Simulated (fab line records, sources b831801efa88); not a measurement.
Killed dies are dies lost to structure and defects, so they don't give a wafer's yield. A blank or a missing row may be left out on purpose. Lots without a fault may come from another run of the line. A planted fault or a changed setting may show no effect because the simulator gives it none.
A struck lot beside a sound one | flow gf180mcu | 16 steps out of a route of 602
Sound: wafers L425.1, L425.2, L425.5. Struck: wafers L433.4, L433.5, L433.6. The cause comes at the end.
At each step with rows: each side's tool, then ch and its chambers, then its first start. Under that, the readings that differ: sound wafers | struck wafers | difference of the means | sigmas: that difference in standard deviations of wafers without a fault.
alike: readings whose means differ by less than 2 such deviations, and words and numbers that are the same on both sides. not compared: withheld readings, readings that some wafer has no value for, bounds like >300 that may hide the same value, and numbers for which the record gives no deviation and whose values overlap.
The two part at a step that has a row with sigmas, a row that says differs or no value, or rows on one side only. Numbers that don't overlap but have no deviation are shown without sigmas and don't part them. A reading that every wafer of one side lacks parts them only if that side has two wafers or more.

first, 1 step without rows for these wafers: GF_POLY_GATE_OXIDATION_16 (stabilise 600 s, purge 300 s, target thk 4 nm).
GF_POLY_GATE_THK_MEAS_17:
  sound on film_metro-01, day 9 01:55; struck on film_metro-04, day 11 19:48
  alike: POLY_GATE_OXIDATION_THK
GF_POLY_GATE_CD_MEAS_18:
  sound on cd_sem-01, day 9 01:59; struck on cd_sem-02, day 11 19:55
  alike: cd_nm
then, 7 steps without rows for these wafers: GF_HV_LDD_DEHYDRATE_00 (time 60 s); GF_HV_LDD_HMDS_01 (prime time 60 s); GF_HV_LDD_COAT_02 (resist thk 1000 nm); GF_HV_LDD_SOFTBAKE_03 (time 60 s); GF_HV_LDD_EXPOSE_04 (exposes mask Nplus LV AREA, target cd 400 nm); GF_HV_LDD_PEB_05; GF_HV_LDD_DEVELOP_06 (develop time 60 s).
GF_HV_LDD_CD_MEAS_07: target cd 400 nm.
  sound on cd_sem-01, day 9 19:19; struck on cd_sem-01, day 12 14:58
  alike: cd_nm
GF_HV_LDD_OVL_MEAS_08:
  sound on overlay-02, day 9 19:26; struck on overlay-01, day 12 15:03
  reading         | sound       | struck         | difference | sigmas
  HV_LDD_OVL (nm) | 1.7 2.1 2.5 | -0.9 -0.1 -0.1 | -2.5       | -2
GF_HV_LDD_IMPLANT_09:
  sound on implanter-02 ch 0, day 9 19:28; struck on implanter-02 ch 0, day 12 15:08
  reading            | sound                         | struck                      | difference | sigmas
  dose_ions_cm2      | 9.988e+13 9.988e+13 9.987e+13 | 1.026e+13 9.92e+12 9.99e+12 | -8.982e+13 | -99 or more
  faraday_current_uA | 566 566 551                   | 56 56 56                    | -505       | -50
GF_HV_LDD_STRIP_10: strips in O2/N2.
  sound on plasma_asher-02 ch 0,1, day 9 19:37; struck on plasma_asher-02 ch 0,1, day 12 15:15
  alike: drypump_motor_current_A, heater_power_w, oes_product_au, strip_time_to_endpoint_s
  not compared: rf_hours_counter_h
GF_HV_LDD_TW_MEAS_11:
  sound on film_metro-03, day 9 19:43; struck on film_metro-03, day 12 15:34
  reading   | sound          | struck         | difference | sigmas
  HV_LDD_TW | 2389 2393 2401 | 1229 1232 1223 | -1166      | -97
  not compared: hold
GF_PASSIVATION_PROBE_99:
  the record has rows for the sound wafers here (prober-01, day 28 22:02) and none for the struck ones

WHERE THEY PART
First at GF_HV_LDD_OVL_MEAS_08; last, within this record, at GF_PASSIVATION_PROBE_99.

WHY: what the simulator had put in
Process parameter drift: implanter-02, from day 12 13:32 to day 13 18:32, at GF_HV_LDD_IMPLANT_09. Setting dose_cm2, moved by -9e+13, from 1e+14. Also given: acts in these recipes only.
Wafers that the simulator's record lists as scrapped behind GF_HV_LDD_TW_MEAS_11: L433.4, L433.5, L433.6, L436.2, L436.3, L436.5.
